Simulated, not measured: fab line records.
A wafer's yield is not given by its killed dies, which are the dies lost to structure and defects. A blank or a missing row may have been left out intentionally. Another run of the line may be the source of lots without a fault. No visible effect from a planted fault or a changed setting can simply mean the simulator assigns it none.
Which of the tools did it? | flow sky130 | Sampling: 14 lots, 42 wafers, 3 of 708 route steps

## WHAT THE GAUGES SHOWED, per wafer
SKY_RES_XHIGH_TW_MEAS_09. Usual: for RES_XHIGH_TW the level is 1629 and the standard deviation is 11.
lot  | measured     | on           | RES_XHIGH_TW   | flag
L366 | day 26 08:09 | filmMetro-04 | 1620 1620 1628 | 
L367 | day 26 21:25 | filmMetro-04 | 1622 1625 1628 | 
L368 | day 27 08:29 | filmMetro-04 | 1623 1615 1610 | 
L369 | day 27 19:23 | filmMetro-03 | 1648 1648 1635 | 
L370 | day 28 06:53 | filmMetro-03 | 1636 1640 1635 | 
L371 | day 28 14:32 | filmMetro-03 | 1640 1644 1633 | 
L372 | day 29 02:26 | filmMetro-04 | 1619 1621 1620 | 
L373 | day 29 11:05 | filmMetro-02 | 1610 1630 1618 | 
L375 | day 29 21:23 | filmMetro-02 | 1619 1618 1632 | 
L376 | day 30 05:46 | filmMetro-04 | 1621 1627 1630 | 
L377 | day 30 13:59 | filmMetro-04 | 1627 1621 1625 | 
L382 | day 32 02:10 | filmMetro-02 | 1409 1414 1406 | OFF
L384 | day 32 21:09 | filmMetro-03 | 1429 1426 1430 | OFF
L389 | day 34 09:27 | filmMetro-04 | 1623 1618 1614 | 

SKY_SD_N_RS_MEAS_18: measures by four-point-probe. Usual: for RES_XHIGH_RS the level is 332.9 ohm/sq and the standard deviation is 1.2.
lot  | measured     | on           | RES_XHIGH_RS (ohm/sq) | flag
L366 | day 27 13:58 | filmMetro-04 | 330.9 330.2 330.0     | 
L367 | day 28 02:58 | filmMetro-02 | 331.6 330.4 331.6     | 
L368 | day 28 13:58 | filmMetro-04 | 334.5 334.6 333.2     | 
L369 | day 29 01:07 | filmMetro-03 | 332.3 331.9 333.8     | 
L370 | day 29 12:21 | filmMetro-03 | 334.2 334.6 334.8     | 
L371 | day 29 19:38 | filmMetro-03 | 334.3 333.3 334.9     | 
L372 | day 30 07:29 | filmMetro-03 | 332.5 333.8 334.1     | 
L373 | day 30 16:28 | filmMetro-04 | 333.5 333.7 335.0     | 
L375 | day 31 02:19 | filmMetro-02 | 332.0 331.4 331.7     | 
L376 | day 31 09:56 | filmMetro-04 | 332.7 332.3 332.3     | 
L377 | day 31 16:50 | filmMetro-02 | 331.8 332.6 331.1     | 
L382 | day 33 06:06 | filmMetro-04 | 485.9 486.6 485.1     | OFF
L384 | day 34 00:56 | filmMetro-02 | 482.8 485.0 485.0     | OFF
L389 | day 35 12:05 | filmMetro-03 | 333.4 334.6 334.7     | 

## TOOL THAT RAN EACH LOT (tool first, then ch and the chambers of the sampled wafers, then the start)
lot  | SKY_RES_XHIGH_IMPLANT_07
L366 | implanter-04 ch 0, day 26 07:56
L367 | implanter-03 ch 0, day 26 21:10
L368 | implanter-03 ch 0, day 27 08:14
L369 | implanter-02 ch 0, day 27 19:08
L370 | implanter-03 ch 0, day 28 06:40
L371 | implanter-03 ch 0, day 28 14:18
L372 | implanter-03 ch 0, day 29 02:12
L373 | implanter-04 ch 0, day 29 10:52
L375 | implanter-03 ch 0, day 29 21:08
L376 | implanter-02 ch 0, day 30 05:30
L377 | implanter-04 ch 0, day 30 13:45
L382 | implanter-03 ch 0, day 32 01:56
L384 | implanter-03 ch 0, day 32 20:55
L389 | implanter-04 ch 0, day 34 09:12
- SKY_RES_XHIGH_IMPLANT_07

## AS READ BY THE TOOLS THEMSELVES (means over the sampled wafers that have a number; for cases with no such wafer, the mark the record gives instead)
SKY_RES_XHIGH_IMPLANT_07. Usual: beamEnergyKeV 20.001, standard deviation 0.007; beamOnS 40.4 s, standard deviation 2.6; doseIonsCm2 3.6e+14, standard deviation 4.3e+11.
lot  | tool         | beamEnergyKeV | beamOnS (s) | doseIonsCm2 | flag
L366 | implanter-04 | 20.007        | 40.5        | 3.6e+14     | 
L367 | implanter-03 | 20.000        | 38.7        | 3.6e+14     | 
L368 | implanter-03 | 20.004        | 38.4        | 3.6e+14     | 
L369 | implanter-02 | 19.988        | 46.0        | 3.6e+14     | 
L370 | implanter-03 | 19.997        | 38.6        | 3.6e+14     | 
L371 | implanter-03 | 20.000        | 39.0        | 3.6e+14     | 
L372 | implanter-03 | 20.010        | 38.2        | 3.6e+14     | 
L373 | implanter-04 | 19.998        | 40.6        | 3.6e+14     | 
L375 | implanter-03 | 20.006        | 38.5        | 3.6e+14     | 
L376 | implanter-02 | 19.996        | 45.3        | 3.6e+14     | 
L377 | implanter-04 | 19.999        | 41.0        | 3.6e+14     | 
L382 | implanter-03 | 20.002        | 24.3        | 2.3e+14     | OFF
L384 | implanter-03 | 20.001        | 24.0        | 2.3e+14     | OFF
L389 | implanter-04 | 19.992        | 40.7        | 3.6e+14     | 

## THE ANSWER, worked out from the rows above alone
Rule: a lot is off if the mean of its wafers that have a number lies more than 3 standard deviations from the usual mean. Also off: a lot with no number at a reading for which 4 or more lots have one. Where the step has rows for the other lots, those lots are counted as sound. The gauges are gone through in route order, then the tools' own readings, and for those a lot's mean is taken as printed above. At the first step where some lot is off, the reading lying furthest off is the one used; lots without a number count as furthest.
Off: at SKY_RES_XHIGH_TW_MEAS_09 (RES_XHIGH_TW), L382, L384.
If a tool, at a process step before that reading, ran all the lots that are off and no sound lot after the first of them, it fits. The gauges at SKY_RES_XHIGH_TW_MEAS_09 aren't tried: what is off there is off at SKY_RES_XHIGH_IMPLANT_07 too, on other tools, and a gauge's error can't cause that. One candidate fits, namely implanter-03 at SKY_RES_XHIGH_IMPLANT_07. Its last sound lot is L375 (day 29 21:08), its first lot that is off L382 (day 32 01:56): a fault that began between those two fits.
The tool's own readings at SKY_RES_XHIGH_IMPLANT_07 bear it out: on the lots that are off they differ by more than 5 times the standard deviation of the sound lots' means. beamOnS reads 24.1 s there against 40.5 s on the sound lots; doseIonsCm2 reads 2.3e+14 there against 3.6e+14 on the sound lots.

## WHAT THE SIMULATOR HAD PUT IN
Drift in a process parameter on implanter-03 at SKY_RES_XHIGH_IMPLANT_07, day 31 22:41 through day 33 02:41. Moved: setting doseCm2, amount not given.
Shown lots that were struck: L382, L384. The rule above found the same.
